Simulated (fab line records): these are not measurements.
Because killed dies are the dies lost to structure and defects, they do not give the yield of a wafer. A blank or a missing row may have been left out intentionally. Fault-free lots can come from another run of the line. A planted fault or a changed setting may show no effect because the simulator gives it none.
Matching of chambers | flow gf180mcu | cmp-01 running GF_CONTACT_CMP_27: 4 sister chambers
The step polishes, stops on SiO2, t overpolish 15 s, target thk 0 nm. 7 wafers are shown with their chamber, then 7 later ones without.

== WAFERS PAIRED WITH THEIR CHAMBERS ==
wafer  | chamber | motor current A (A) | head pressure psi (psi)
L971.3 | 0       | 9.5                 | 3.514
L980.5 | 2       | 10.7                | 3.498
L980.6 | 1       | 12.1                | 3.496
L981.3 | 2       | 11.0                | 3.509
L981.6 | 1       | 11.7                | 3.501
L982.1 | 3       | 13.2                | 3.501
L982.5 | 3       | 12.3                | 3.498

== WAFERS WITH NO CHAMBER GIVEN ==
wafer  | motor current A (A) | head pressure psi (psi)
L982.6 | 11.5                | 3.493
L984.3 | 12.9                | 3.505
L984.4 | 11.7                | 3.501
L984.6 | 9.3                 | 3.489
L989.1 | 10.0                | 3.504
L989.3 | 10.7                | 3.497
L989.5 | 12.8                | 3.511

== THE CHAMBER EACH PASSED THROUGH ==
wafer  | from the rows above          | in truth
L982.6 | can't be placed: 1 or 2 or 3 | 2
L984.3 | can't be placed: 3 or 1      | 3
L984.4 | can't be placed: 1 or 2 or 3 | 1
L984.6 | can't be placed: 2 or 0 or 1 | 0
L989.1 | can't be placed: 2 or 0      | 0
L989.3 | can't be placed: 2 or 1      | 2
L989.5 | can't be placed: 3 or 1      | 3
Placed correctly: 0 of 7. Unplaceable from these rows: 7, with the true chamber sitting among the candidates in 7. 0 placed wrongly.
How it was worked out, from the rows above alone: a wafer's distance from a chamber is the root of the sum, over the readings, of the square of ((its reading less the chamber's mean) divided by the reading's scatter). If the next closest chamber is less than 2 further off than the closest, the wafer can't be placed; otherwise it belongs to the closest. For every chamber, the mean is computed from those of its wafers that are shown. The scatter: take each reading less its chamber's mean, square it, sum over the shown wafers, divide by the number of wafers less the number of chambers, and take the root.
